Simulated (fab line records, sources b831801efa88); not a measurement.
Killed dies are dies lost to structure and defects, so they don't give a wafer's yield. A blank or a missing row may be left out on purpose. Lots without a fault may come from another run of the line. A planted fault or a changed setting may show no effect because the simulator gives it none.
A struck lot beside a sound one | flow gf180mcu | 14 steps out of a route of 602
Sound: wafers L195.3, L195.5, L195.6. Struck: wafers L194.2, L194.5, L194.6. The cause comes at the end.
At each step with rows: each side's tool, then ch and its chambers, then its first start. Under that, the readings that differ: sound wafers | struck wafers | difference of the means | sigmas: that difference in standard deviations of wafers without a fault.
alike: readings whose means differ by less than 2 such deviations, and words and numbers that are the same on both sides. not compared: withheld readings, readings that some wafer has no value for, bounds like >300 that may hide the same value, and numbers for which the record gives no deviation and whose values overlap.
The two part at a step that has a row with sigmas, a row that says differs or no value, or rows on one side only. Numbers that don't overlap but have no deviation are shown without sigmas and don't part them. A reading that every wafer of one side lacks parts them only if that side has two wafers or more.

first, 2 steps without rows for these wafers: GF_M1_CLEAN_19 (cleans in DIW); GF_V1_CVD_00 (deposits SiO2, target thk 600 nm, time 100 s).
GF_V1_THK_MEAS_01:
  sound on film_metro-02, day 23 23:02; struck on film_metro-01, day 23 17:33
  alike: V1_CVD_00_THK
GF_V1_CVD_02: deposits SiO2 from TEOS, target thk 850 nm, time 94.851 s.
  sound on pecvd-01 ch 1,2, day 23 23:05; struck on pecvd-01 ch 0,1,2, day 23 17:36
  alike: heater_power_w
GF_V1_THK_MEAS_03:
  sound on film_metro-04, day 23 23:10; struck on film_metro-04, day 23 17:40
  alike: V1_CVD_02_THK
GF_V1_CMP_04: polishes SiO2.
  sound on cmp-02 ch 1,2, day 23 23:16; struck on cmp-01 ch 2,3, day 23 17:43
  alike: motor_current_A, platen_rpm, slurry_flow_ml_min, time_to_endpoint_s
GF_V1_BOW_MEAS_05:
  sound on film_metro-04, day 23 23:33; struck on film_metro-01, day 23 18:02
  alike: V1_BOW
then, 5 steps without rows for these wafers: GF_V1_DEHYDRATE_06 (time 60 s); GF_V1_HMDS_07 (prime time 60 s); GF_V1_COAT_08; GF_V1_COAT_09 (resist thk 1000 nm); GF_V1_SOFTBAKE_10 (time 60 s).
GF_V1_EXPOSE_11: exposes mask Via1, target cd 260 nm.
  sound on krf_scanner-01 ch 0, day 24 10:53; struck on krf_scanner-01, day 24 05:20
  no value came back on the struck wafers for exposure_dose_mJ_cm2, focus_offset_nm (nm); on the sound wafers exposure_dose_mJ_cm2 reads 37.90 37.94 37.88
  alike: mask
then, 1 step without rows for these wafers: GF_V1_PEB_12 (peb time 90 s).

WHERE THEY PART
Only at GF_V1_EXPOSE_11, within this record.

WHY: what the simulator had put in
Skipped step whole: krf_scanner-01, from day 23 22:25 on, at GF_V1_EXPOSE_11. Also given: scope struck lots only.
